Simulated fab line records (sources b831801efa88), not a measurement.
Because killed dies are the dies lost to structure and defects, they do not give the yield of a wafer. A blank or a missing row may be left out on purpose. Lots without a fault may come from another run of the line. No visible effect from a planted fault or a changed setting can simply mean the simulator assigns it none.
Chamber matching -- flow sky130 -- SKY_SONOS_ONO_ETCH_15 on rieDiel-04 has 4 sister chambers
The step etches the open film in CHF3/O2, target depth 19.52 nm, time 7.8 s. 4 wafers are shown with their chamber, then 8 later ones without.

## WAFERS, EACH WITH ITS CHAMBER
wafer,chamber,oesProductAu (a.u.)
L077.4,1,0.997
L088.1,0,1.014
L088.3,2,0.985
L089.1,3,1.013

## WAFERS MISSING THEIR CHAMBER
wafer,oesProductAu (a.u.)
L089.3,0.987
L089.6,1.014
L093.2,0.994
L093.3,1.004
L093.4,0.986
L095.1,1.017
L095.3,1.023
L095.5,0.998

## EACH ONE'S CHAMBER
wafer,from the rows above,in truth
L089.3,can't be placed: 2 or 1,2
L089.6,can't be placed: 0 or 3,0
L093.2,can't be placed: 1 or 2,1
L093.3,can't be placed: 1 or 3 or 0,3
L093.4,2,2
L095.1,can't be placed: 0 or 3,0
L095.3,can't be placed: 0 or 3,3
L095.5,1,1
Correct placement for 2 of the 8. Can't be placed from these rows: 6 (the true chamber is among the candidates in 6). Number placed wrongly: 0.
How it was worked out, from the rows above alone: a wafer's distance from a chamber is the root of the sum, over the readings, of the square of ((its reading less the chamber's mean) divided by the reading's scatter). If the next closest chamber is less than 2 further off than the closest, the wafer can't be placed; otherwise it belongs to the closest. The mean given for a chamber averages the wafers shown for that chamber. The scatter: root of mean squared gap, hidden wafer to nearest shown wafer, with one shown wafer a chamber.
